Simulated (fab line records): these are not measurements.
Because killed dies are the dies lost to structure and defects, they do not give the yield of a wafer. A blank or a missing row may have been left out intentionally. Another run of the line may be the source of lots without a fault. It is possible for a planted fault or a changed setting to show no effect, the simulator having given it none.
Which tool did it?	flow gf180mcu	Sampling: 6 lots, 18 wafers, 5 of 602 route steps

WHAT THE GAUGES READ, wafer by wafer
GF_V2_THK_MEAS_03.
lot	measured	on	V2_CVD_02_THK (nm)
L103	day 20 00:50	film_metro-01	866 866 855
L108	day 21 19:07	film_metro-01	844 857 850
L110	day 22 16:53	film_metro-04	854 848 864
L112	day 23 08:28	film_metro-02	843 834 846
L114	day 24 02:53	film_metro-02	846 841 860
L116	day 24 15:35	film_metro-02	841 839 860

EACH LOT AND THE TOOL THAT RAN IT (in order: tool; ch and the chambers of the sampled wafers; start)
lot	GF_V1_SPUTTER_21	GF_M2_SPUTTER_04	GF_M2_METAL_ETCH_16	GF_V2_CVD_02
L103	pvd_sputter-01, day 18 22:50	pvd_sputter-02, day 18 23:43	rie_metal-02 ch 0,1, day 19 23:58	pecvd-02 ch 0,1,2, day 20 00:46
L108	pvd_sputter-03, day 20 17:25	pvd_sputter-01, day 20 18:17	rie_metal-01 ch 0,1, day 21 18:13	pecvd-03 ch 1,2, day 21 19:01
L110	pvd_sputter-01, day 21 15:43	pvd_sputter-04, day 21 16:37	rie_metal-01 ch 0, day 22 15:57	pecvd-02 ch 0,1, day 22 16:48
L112	pvd_sputter-04, day 22 07:20	pvd_sputter-04, day 22 08:13	rie_metal-04 ch 0,1, day 23 07:34	pecvd-03 ch 0,1,2, day 23 08:24
L114	pvd_sputter-03, day 23 01:49	pvd_sputter-04, day 23 02:41	rie_metal-02 ch 0,1, day 24 02:01	pecvd-04 ch 0,1,2, day 24 02:49
L116	pvd_sputter-03, day 23 15:11	pvd_sputter-04, day 23 16:03	rie_metal-02 ch 0,1, day 24 14:43	pecvd-03 ch 1,2, day 24 15:31
- GF_V1_SPUTTER_21: material Ti, target thk 15 nm, time 80.02 s.
- GF_M2_SPUTTER_04: material TiN, target thk 50 nm, time 41.7 s.
- GF_M2_METAL_ETCH_16: etches the open film in Cl2/BCl3, stops on SiO2, target depth 750.8 nm, time 125.1 s.
- GF_V2_CVD_02: deposits SiO2 from TEOS, target thk 850 nm, time 94.851 s.

THE ANSWER, worked out from the rows above alone
Rule: what is usual is taken from the lots themselves. The widest of any qualifying gaps counts: lots, ordered by their means at a reading, are off when they make up no more than a third of the lots, leave a main group of 4 or more, and stand apart from it by 3 or more times the standard deviation of that group's means. A main group is skipped when, at the precision printed for the reading in the tables above, its means are all equal. Also off: a lot with no number at a reading for which 4 or more lots have one. All remaining lots with rows at the step are treated as sound.
Across all readings shown, no lot is off: no conclusion can be drawn from this.

WHAT THE SIMULATOR HAD INSERTED
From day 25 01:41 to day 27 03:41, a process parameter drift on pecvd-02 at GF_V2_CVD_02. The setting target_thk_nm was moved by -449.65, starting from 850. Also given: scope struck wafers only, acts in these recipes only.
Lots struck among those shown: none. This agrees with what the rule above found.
